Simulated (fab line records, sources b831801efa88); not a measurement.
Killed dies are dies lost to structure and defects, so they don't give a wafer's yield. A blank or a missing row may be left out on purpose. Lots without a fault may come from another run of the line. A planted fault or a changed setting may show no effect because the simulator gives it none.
A struck lot beside a sound one | flow sky130 | 15 steps out of a route of 708
Sound: wafers L236.2, L236.4, L236.5. Struck: wafer L251.2. (L251.1, L251.4 of the same lot were not struck and are left out.) The cause comes at the end.
At each step with rows: each side's tool, then ch and its chambers, then its first start. Under that, the readings that differ: sound wafers | struck wafers | difference of the means | sigmas: that difference in standard deviations of wafers without a fault.
alike: readings whose means differ by less than 2 such deviations, and words and numbers that are the same on both sides. not compared: withheld readings, readings that some wafer has no value for, bounds like >300 that may hide the same value, and numbers for which the record gives no deviation and whose values overlap.
The two part at a step that has a row with sigmas, a row that says differs or no value, or rows on one side only. Numbers that don't overlap but have no deviation are shown without sigmas and don't part them. A reading that every wafer of one side lacks parts them only if that side has two wafers or more.

first, 3 steps without rows for these wafers: SKY_METAL1_EXPOSE_12 (exposes mask MM1, target cd 140 nm); SKY_METAL1_PEB_13; SKY_METAL1_DEVELOP_14 (develop time 60 s).
SKY_METAL1_CD_MEAS_15: target cd 140 nm.
  sound on cd_sem-02, day 33 02:46; struck on cd_sem-02, day 38 01:46
  reading    | sound             | struck | difference | sigmas
  cd_nm (nm) | 141.2 139.6 141.2 | 136.9  | -3.8       | -3
SKY_METAL1_OVL_MEAS_16:
  sound on overlay-02, day 33 02:52; struck on overlay-01, day 38 01:53
  reading         | sound   | struck | difference | sigmas
  METAL1_OVL (nm) | 10 9 10 | -3     | -13        | -2
SKY_METAL1_DESCUM_17: chemistry O2, time 8 s.
  sound on rie_metal-04 ch 0,1, day 33 02:54; struck on rie_metal-02 ch 1, day 38 01:55
  reading               | sound             | struck | difference | sigmas
  oes_product_au (a.u.) | 0.989 0.984 0.982 | 1.011  | +0.026     | +3
  alike: chamber_pressure_mTorr, drypump_motor_current_A, he_backside_leak_sccm
  not compared: rf_hours_counter_h
SKY_METAL1_ETCH_18: etches BARC in N2/H2, stops on SiO2, time 45.9 s, target depth 60 nm.
  sound on rie_metal-04 ch 0,1, day 33 02:56; struck on rie_metal-02 ch 1, day 38 01:59
  alike: chamber_pressure_mTorr, drypump_motor_current_A, he_backside_leak_sccm, oes_product_au, throttle_valve_pct
  not compared: rf_hours_counter_h
SKY_METAL1_METAL_ETCH_19: etches the open film in Cl2/BCl3, stops on SiO2, target depth 360 nm, time 78 s.
  sound on rie_metal-04 ch 0,1, day 33 02:59; struck on rie_metal-02 ch 1, day 38 02:07
  reading                        | sound                | struck | difference | sigmas
  chamber_pressure_mTorr (mTorr) | 10.003 10.012 10.004 | 9.981  | -0.025     | -3
  he_backside_leak_sccm (sccm)   | 3.27 2.94 3.10       | 3.62   | +0.52      | +2
  throttle_valve_pct (%)         | 22.273 22.270 22.257 | 22.290 | +0.023     | +3
  alike: drypump_motor_current_A, oes_product_au
  not compared: rf_hours_counter_h
SKY_METAL1_STRIP_20: strips in O2/N2.
  sound on plasma_asher-01 ch 0,1, day 33 03:05; struck on plasma_asher-01 ch 1, day 38 02:17
  alike: chamber_pressure_mTorr, drypump_motor_current_A, oes_product_au, strip_time_to_endpoint_s
  not compared: rf_hours_counter_h
then, 3 steps without rows for these wafers: SKY_METAL1_STRIP_21 (strips in post etch residue remover, time 1200 s); SKY_METAL1_CLEAN_22 (cleans in IPA, time 180 s); SKY_METAL1_CLEAN_23 (cleans in O3/DIW).
SKY_VIA1_HDPCVD_00: deposits SiO2, target thk 1030 nm, time 171.7 s.
  sound on hdpcvd-02 ch 0,2, day 33 04:05; struck on hdpcvd-02 ch 1, day 38 03:02
  reading                                  | sound             | struck | difference | sigmas
  run_length_s (s)                         | 198.9 198.7 200.8 | 212.1  | +12.6      | +27
  model.SiO2_of_VIA1_HDPCVD_00.thk_nm (nm) | 1028 1027 1033    | 1095   | +66        |
  alike: sih4_flow_sccm
SKY_VIA1_THK_MEAS_01:
  sound on film_metro-01, day 33 04:13; struck on film_metro-04, day 38 03:22
  reading              | sound          | struck | difference | sigmas
  VIA1_HDPCVD_THK (nm) | 1029 1027 1033 | 1094   | +64        | +6
  not compared: hold
SKY_VIA1_CMP_02: polishes SiO2.
  sound on cmp-01 ch 1,2,3, day 33 04:22; struck on cmp-02 ch 0, day 38 06:31
  reading | sound | struck                   | difference                   | sigmas
  hold    | - - - | await_dispo/3.0h/release | no value on the sound wafers |
  alike: head_pressure_psi, motor_current_A, platen_rpm, retaining_ring_pressure_frac, slurry_flow_ml_min

WHERE THEY PART
First at SKY_METAL1_CD_MEAS_15; last, within this record, at SKY_VIA1_CMP_02.

WHY: what the simulator had put in
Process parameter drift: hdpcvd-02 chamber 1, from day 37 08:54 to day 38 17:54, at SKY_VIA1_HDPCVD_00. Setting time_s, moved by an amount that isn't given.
